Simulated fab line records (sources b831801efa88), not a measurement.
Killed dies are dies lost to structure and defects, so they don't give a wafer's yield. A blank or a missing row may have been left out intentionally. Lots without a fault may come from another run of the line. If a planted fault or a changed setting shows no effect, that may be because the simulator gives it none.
What tool caused it? -- flow sky130 -- 18 wafers from 6 lots sampled at 2 of the route's 708 steps

WHAT THE GAUGES READ, wafer by wafer
SKY_VIA4_THK_MEAS_01.
lot,measured,on,VIA4_HDPCVD_THK (nm)
L568,day 42 14:23,film metro-02,1728 1748 1749
L570,day 43 01:42,film metro-03,1765 1754 1760
L573,day 43 23:50,film metro-02,1724 1706 1697
L577,day 45 03:04,film metro-01,1750 1765 1751
L583,day 46 21:51,film metro-01,1770 1798 1779
L588,day 47 21:40,film metro-03,1753 1774 1777

TOOL THAT RAN EACH LOT (tool first, then ch and the chambers of the sampled wafers, then the start)
lot,SKY_LOCAL_INTERCONNECT_STRIP_16
L568,"wet bench-03 ch 1, day 31 13:04"
L570,"wet bench-03 ch 1, day 31 20:46"
L573,"wet bench-03 ch 0, day 32 22:27"
L577,"wet bench-01 ch 1, day 34 02:11"
L583,"wet bench-03 ch 2, day 36 11:41"
L588,"wet bench-03 ch 2, day 37 18:46"
- SKY_LOCAL_INTERCONNECT_STRIP_16: strips in post etch residue remover, time 1200 s.

THE ANSWER, worked out from the rows above alone
Rule: the usual values come from the lots themselves. The widest of any qualifying gaps counts: lots, ordered by their means at a reading, are off when they make up no more than a third of the lots, leave a main group of 4 or more, and stand apart from it by 3 or more times the standard deviation of that group's means. A main group whose means are all the same, to the digits that the tables above print for the reading, isn't used. A lot without any number at a reading at which 4 lots or more have one is off too. The other lots that the step has rows for count as sound.
None of the lots is off at any reading shown; this tells nothing.

WHAT THE SIMULATOR PUT IN
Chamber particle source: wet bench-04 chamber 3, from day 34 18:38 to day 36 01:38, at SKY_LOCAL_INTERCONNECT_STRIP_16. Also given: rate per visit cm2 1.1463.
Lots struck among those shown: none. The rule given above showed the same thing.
